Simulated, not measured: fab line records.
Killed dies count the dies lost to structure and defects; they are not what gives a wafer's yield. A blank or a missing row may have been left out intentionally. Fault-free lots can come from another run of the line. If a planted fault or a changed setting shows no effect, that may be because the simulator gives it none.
Code-filled problem report in 8D (eight disciplines) form | flow sky130 | the parts of the form that need people (team, actions taken, sign-off) are left out

== 1. THE PROBLEM ==
At SKY_PAD_OPEN_PROBE_99, killed_at_M4_up averages 43.5 over 2 wafers from 2 lots, while fault-free wafers read 3.4, standard deviation 2. Measured from the usual mean, that is +20 standard deviations.
First observed at day 46 22:57: wafer L417.1, on prober-01. The record has a number at this step for 18 wafers belonging to 6 lots. Rule for "out", or "out of limits": more than 4 standard deviations from the usual mean. The other wafers with a number count as sound.

== 2. WHAT IT IS; WHAT IT IS NOT ==
question                    | is                                    | is not
which readings at this step | killed_at_M4_up, sort_bin_3_pad_short | killed_at_M0_to_M3, killed-at-contacts, killed-at-front-end, killed-at-other, killed-open, killed-short, sort_bin_6_memory
which lots                  | L417, L420                            | L418, L422, L429, L432
which wafers of those lots  | L417.1, L420.4                        | L417.2, L417.3, L420.2, L420.5
read on which tools         | prober-01                             | prober-02
when                        | from day 46 22:57                     | up to then (0 sound wafers); but 16 sound wafers of L417, L418, L420, L422, L429, L432 came after

== 3. THE SUSPECTS, EACH WITH WHAT RULES IT OUT ==
Counting: a tool at a process step up to the reading stays a suspect if it ran every lot that is out. Sound lots after the first of them don't rule it out here, since some wafers of a struck lot are sound.
- rie-diel-03 at SKY_VIA3_ETCH_15 (etches SiO2 in C4F8/O2/Ar, stops on TiN, target depth 507 nm, time 78 s): kept. It processed each lot that is out (first: L417, day 40 16:02); up to then, its last sound lot is L418 (day 40 15:05).
- pvd-sputter-04 at SKY_METAL4_SPUTTER_00 (material Ti, target thk 15 nm, time 10 s): kept. It processed each lot that is out (first: L417, day 40 17:23); up to then, its last sound lot is L418 (day 40 16:29).
- pvd-sputter-04 at SKY_METAL4_SPUTTER_01 (material TiN, target thk 20 nm, time 16.7 s): kept. It processed each lot that is out (first: L417, day 40 17:25); up to then, its last sound lot is L418 (day 40 16:30).
- pvd-sputter-04 at SKY_METAL4_SPUTTER_02 (material AlCu, target thk 735 nm, time 39.1 s): kept. It processed each lot that is out (first: L417, day 40 17:26); up to then, its last sound lot is L418 (day 40 16:32).
- prober-01 at SKY_PAD_OPEN_PROBE_99: kept. It ran every lot that is out, first L417 (day 46 22:57). Its own readings are out on those wafers: killed_at_M4_up, sort_bin_3_pad_short.
Left after counting: rie-diel-03 at SKY_VIA3_ETCH_15, pvd-sputter-04 at SKY_METAL4_SPUTTER_00, pvd-sputter-04 at SKY_METAL4_SPUTTER_01, pvd-sputter-04 at SKY_METAL4_SPUTTER_02, prober-01 at SKY_PAD_OPEN_PROBE_99.

== 4. THE CAUSE (what the simulator had put in) ==
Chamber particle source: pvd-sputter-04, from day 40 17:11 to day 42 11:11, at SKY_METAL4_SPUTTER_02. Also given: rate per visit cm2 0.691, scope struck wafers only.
Counting left 5 suspects, and this tool is among them.

== 5. THE EFFECT CHAIN, in route order ==
Each row: a reading whose mean over the struck wafers that have a number lies more than 3 standard deviations from the usual. Only readings for which the record gives a usual standard deviation are gone through. hours: the time from each lot's start at the first step in this table that gives one to its start at this step, as a median over the lots. sigmas: the change in usual standard deviations.
hours | step                  | reading              | usual  | on struck wafers | change | sigmas
0     | SKY_PAD_OPEN_PROBE_99 | defect-limited-yield | 82.5 % | 75.5             | -7.0   | -3.5
0     | SKY_PAD_OPEN_PROBE_99 | killed_at_M4_up      | 3.4    | 43.5             | +40.1  | +20
0     | SKY_PAD_OPEN_PROBE_99 | killed-dies          | 86     | 120              | +34    | +3.5
0     | SKY_PAD_OPEN_PROBE_99 | sort_bin_3_pad_short | 0.9 %  | 2.7              | +1.8   | +4.3
0     | SKY_PAD_OPEN_PROBE_99 | sort-n-pass          | 406    | 372              | -34    | -3.5
0     | SKY_PAD_OPEN_PROBE_99 | sort-yield-pct       | 82.5 % | 75.5             | -7.0   | -3.5
It contains these process steps:
- SKY_PAD_OPEN_PROBE_99

== 6. HOW IT WOULD HAVE BEEN CAUGHT EARLIER ==
The fault began at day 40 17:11; the first out-of-limits reading in this record came at day 46 22:57, 150 hours later.
Of the tool readings at SKY_METAL4_SPUTTER_02 for which the record gives a usual standard deviation, none was out on any struck wafer, so an alarm limit of 4 standard deviations on them would not have fired.
Each of the lots that are out, 2 in all, had begun SKY_METAL4_SPUTTER_02 on pvd-sputter-04 no later than day 46 22:57. Tool hold at that time: it would have spared none of them.
